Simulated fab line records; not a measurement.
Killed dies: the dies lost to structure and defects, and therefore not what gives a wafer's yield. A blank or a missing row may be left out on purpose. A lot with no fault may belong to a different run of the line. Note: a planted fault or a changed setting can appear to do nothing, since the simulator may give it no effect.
A lot that was struck, set against a sound lot :: flow sky130 :: 44 steps out of a route of 708
Sound: these wafers, L527.1, L527.2, L527.4. Struck: wafers L538.2, L538.5, L538.6. At the end, the cause is stated.
Order at every step that has rows: each side's tool, ch and its chambers, its first start. Under that, the readings that differ: sound wafers :: struck wafers :: difference of the means :: sigmas: that difference in standard deviations of wafers without a fault.
alike: readings with means less than 2 such deviations apart, plus words and numbers identical on both sides. not compared: withheld readings, readings lacking a value on some wafer, bounds such as >300 that could conceal the same value, and numbers that have no deviation in the record and whose values overlap.
The two part at a step that has a row with sigmas, a row that says differs or no value, or rows on one side only. When numbers do not overlap yet have no deviation, they are printed without sigmas and do not part them. Lack of a reading on every wafer of one side parts them only where that side has two or more wafers.

SKY_VT_ADJUST_NCORE_STRIP_10: strips in O2/N2.
  sound on plasmaAsher-01 ch 0,1, day 8 18:09; struck on plasmaAsher-01 ch 0,1, day 12 07:43
  alike: drypumpMotorCurrentA, oesProductAu, stripTimeToEndpointS
  not compared: rfHoursCounterH
SKY_VT_ADJUST_NCORE_TW_MEAS_11:
  sound on filmMetro-01 at day 8 18:15; struck on filmMetro-01 at day 12 07:50
  alike: VT_ADJUST_NCORE_TW
then, 7 steps without rows for these wafers: SKY_VT_ADJUST_HVTR_DEHYDRATE_00 (time 60 s); SKY_VT_ADJUST_HVTR_HMDS_01 (prime time 60 s); SKY_VT_ADJUST_HVTR_COAT_02 (resist thk 1140 nm); SKY_VT_ADJUST_HVTR_SOFTBAKE_03 (time 60 s); SKY_VT_ADJUST_HVTR_EXPOSE_04 (exposes mask HVTRM, target cd 380 nm); SKY_VT_ADJUST_HVTR_PEB_05; SKY_VT_ADJUST_HVTR_DEVELOP_06 (develop time 60 s).
SKY_VT_ADJUST_HVTR_CD_MEAS_07: target cd 380 nm.
  sound on cdSem-02 at day 9 15:07; struck on cdSem-01 at day 13 08:50
  alike: cdNm
SKY_VT_ADJUST_HVTR_OVL_MEAS_08:
  sound on overlay-02 at day 9 15:14; struck on overlay-01 at day 13 08:56
  alike: VT_ADJUST_HVTR_OVL
following that, these wafers have no rows for 1 step: SKY_VT_ADJUST_HVTR_IMPLANT_09.
SKY_VT_ADJUST_HVTR_STRIP_10: strips in O2/N2.
  sound on plasmaAsher-02 ch 0,1, day 9 15:25; struck on plasmaAsher-02 ch 0,1, day 13 09:14
  alike: drypumpMotorCurrentA, oesProductAu, stripTimeToEndpointS
  not compared: rfHoursCounterH
SKY_VT_ADJUST_HVTR_TW_MEAS_11:
  sound on filmMetro-01 at day 9 15:31; struck on filmMetro-04 at day 13 09:20
  alike: VT_ADJUST_HVTR_TW
then, 7 steps without rows for these wafers: SKY_VT_ADJUST_PCH_DEHYDRATE_00 (time 60 s); SKY_VT_ADJUST_PCH_HMDS_01 (prime time 60 s); SKY_VT_ADJUST_PCH_COAT_02 (resist thk 3000 nm); SKY_VT_ADJUST_PCH_SOFTBAKE_03; SKY_VT_ADJUST_PCH_EXPOSE_04 (exposes mask NWM, target cd 840 nm); SKY_VT_ADJUST_PCH_PEB_05; SKY_VT_ADJUST_PCH_DEVELOP_06 (develop time 60 s).
SKY_VT_ADJUST_PCH_OVL_MEAS_07:
  sound on overlay-02 at day 10 12:53; struck on overlay-02 at day 14 10:32
  alike: VT_ADJUST_PCH_OVL
following that, these wafers have no rows for 1 step: SKY_VT_ADJUST_PCH_IMPLANT_08.
SKY_VT_ADJUST_PCH_STRIP_09: strips in O2/N2.
  sound on plasmaAsher-03 ch 0,1, day 10 13:04; struck on plasmaAsher-02 ch 0,1, day 14 10:43
  alike: drypumpMotorCurrentA, oesProductAu, stripTimeToEndpointS
  not compared: rfHoursCounterH
SKY_VT_ADJUST_PCH_TW_MEAS_10:
  sound on filmMetro-03 at day 10 13:10; struck on filmMetro-03 at day 14 10:50
  alike: VT_ADJUST_PCH_TW
then, 7 steps without rows for these wafers: SKY_SONOS_TUNNEL_DEHYDRATE_00 (time 60 s); SKY_SONOS_TUNNEL_HMDS_01 (prime time 60 s); SKY_SONOS_TUNNEL_COAT_02 (resist thk 1140 nm); SKY_SONOS_TUNNEL_SOFTBAKE_03 (time 60 s); SKY_SONOS_TUNNEL_EXPOSE_04 (exposes mask TUNM, target cd 410 nm); SKY_SONOS_TUNNEL_PEB_05; SKY_SONOS_TUNNEL_DEVELOP_06 (develop time 60 s).
SKY_SONOS_TUNNEL_CD_MEAS_07: target cd 410 nm.
  sound on cdSem-01 at day 11 10:46; struck on cdSem-01 at day 15 13:08
  alike: cdNm
SKY_SONOS_TUNNEL_OVL_MEAS_08:
  sound on overlay-02 at day 11 10:53; struck on overlay-01 at day 15 13:14
  alike: SONOS_TUNNEL_OVL
then, 3 steps without rows for these wafers: SKY_SONOS_TUNNEL_IMPLANT_09; SKY_SONOS_TUNNEL_WET_ETCH_10 (etches SiO2 in dHF, target depth 14 nm, time 280 s); SKY_SONOS_TUNNEL_STRIP_11 (strips in SPM, time 600 s).
SKY_SONOS_TUNNEL_TW_MEAS_12:
  sound on filmMetro-02 at day 11 11:21; struck on filmMetro-02 at day 15 13:41
  alike: SONOS_TUNNEL_TW
then, 2 steps without rows for these wafers: SKY_SONOS_TUNNEL_CLEAN_13 (cleans in dHF, time 20 s); SKY_SONOS_ONO_OXIDATION_00 (stabilise 600 s, purge 300 s, target thk 2.6 nm).
SKY_SONOS_ONO_THK_MEAS_01:
  sound on filmMetro-02 at day 11 16:22; struck on filmMetro-03 at day 15 16:30
  alike: SONOS_ONO_OXIDATION_THK
then, 1 step without rows for these wafers: SKY_SONOS_ONO_CVD_02 (deposits Si3N4 from DCS/NH3, target thk 10.5 nm, time 180 s).
SKY_SONOS_ONO_ETCH_15: etches the open film in CHF3/O2, target depth 19.52 nm, time 7.8 s.
  sound on rieDiel-04 ch 0,2,3, day 12 20:39; struck on rieDiel-04 ch 1,2,3, day 17 00:41
  alike: drypumpMotorCurrentA, oesProductAu, throttleValvePct
  not compared: rfHoursCounterH, model.SONOS_ONO.cdNm
-- a jump in the record: the struck wafers' starts before and after are 32 days apart (it breaks off in module SONOS_ONO and resumes in module PAD_OPEN, where the first step shown is number 708 of the route) --
SKY_PAD_OPEN_PROBE_99:
  sound on prober-02 at day 46 01:40; struck on prober-02 at day 48 12:53
reading: killed_at_M0_to_M3
sound: 50 48 65
struck: 36 35 30
difference: -21
sigmas: -3

reading: killedAtFrontEnd
sound: 17 22 18
struck: 62 63 72
difference: +47
sigmas: +11

reading: killedDies
sound: 94 103 105
struck: 118 136 135
difference: +29
sigmas: +3

reading: killedShort
sound: 40 51 48
struck: 31 33 36
difference: -13
sigmas: -2
  alike: killed_at_M4_up, killedAtContacts, killedAtOther, killedOpen

== WHERE THEY PART ==
Only at SKY_PAD_OPEN_PROBE_99, as far as this record shows.

WHY: whatever the simulator had introduced
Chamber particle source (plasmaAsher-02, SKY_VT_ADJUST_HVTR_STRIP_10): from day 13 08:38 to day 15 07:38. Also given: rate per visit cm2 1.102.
